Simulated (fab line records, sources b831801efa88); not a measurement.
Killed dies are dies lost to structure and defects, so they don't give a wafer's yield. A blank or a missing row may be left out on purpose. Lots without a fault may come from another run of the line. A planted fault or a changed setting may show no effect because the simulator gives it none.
Problem report in the 8D (eight disciplines) form, filled by code | flow gf180mcu | the parts of the form that need people (team, actions taken, sign-off) are left out

1. THE PROBLEM
cathode_dc_power_W at GF_V3_SPUTTER_21 reads a mean of 2404.4 W on 6 wafers of 2 lots; wafers without a fault read 2499.9 W with a standard deviation of 0.47. That is -99 or more standard deviations from the usual mean.
The step: material Ti, target thk 15 nm, time 83.89 s.
First seen on wafer L507.2, day 24 23:59, on pvd_sputter-04. The record holds 39 wafers of 13 lots with a number at this step. Rule for "out", or "out of limits": more than 4 standard deviations from the usual mean. The other wafers with a number count as sound.

2. WHAT IT IS AND WHAT IT IS NOT
question                    | is                     | is not
which readings at this step | cathode_dc_power_W     | chamber_pressure_pa, throttle_valve_pct
which lots                  | L507, L509             | L500, L501, L513, L514, L515, L517, L518, L520, L521, L522, L523
which wafers of those lots  | all that have a number | -
read on which tools         | pvd_sputter-04         | pvd_sputter-01, pvd_sputter-03
when                        | from day 24 23:59      | up to then (6 sound wafers); but 27 sound wafers of L513, L514, L515, L517, L518, L520, L521, L522, L523 came after

3. SUSPECTS, AND WHAT RULES EACH OUT
Counting: a tool at a process step up to the reading stays a suspect if it ran every lot that is out and no sound lot after the first of them.
- pvd_sputter-04 at GF_V3_SPUTTER_21 (material Ti, target thk 15 nm, time 83.89 s): ruled out as a lasting fault. Sound lots L515, L517, L521, L523 ran on it after its first lot that is out, L507 (day 24 23:59).
Left after counting: nothing in the record.

4. THE CAUSE (what the simulator had put in)
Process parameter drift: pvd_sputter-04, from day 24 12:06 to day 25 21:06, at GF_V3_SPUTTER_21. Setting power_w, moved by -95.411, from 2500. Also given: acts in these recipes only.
Counting ruled it out, wrongly.

5. THE CHAIN OF EFFECTS, in route order
Each row: a reading whose mean over the struck wafers that have a number lies more than 3 standard deviations from the usual. Only readings for which the record gives a usual standard deviation are gone through. hours: the time from each lot's start at the first step in this table that gives one to its start at this step, as a median over the lots. sigmas: the change in usual standard deviations.
hours | step             | reading            | usual    | on struck wafers | change | sigmas
0     | GF_V3_SPUTTER_21 | cathode_dc_power_W | 2499.9 W | 2404.4           | -95.5  | -99 or more
The process steps in it:
- GF_V3_SPUTTER_21: material Ti, target thk 15 nm, time 83.89 s.

6. WHAT WOULD HAVE CAUGHT IT SOONER
In this record the first reading out of limits was taken at day 24 23:59, 12 hours after the fault began at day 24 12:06.
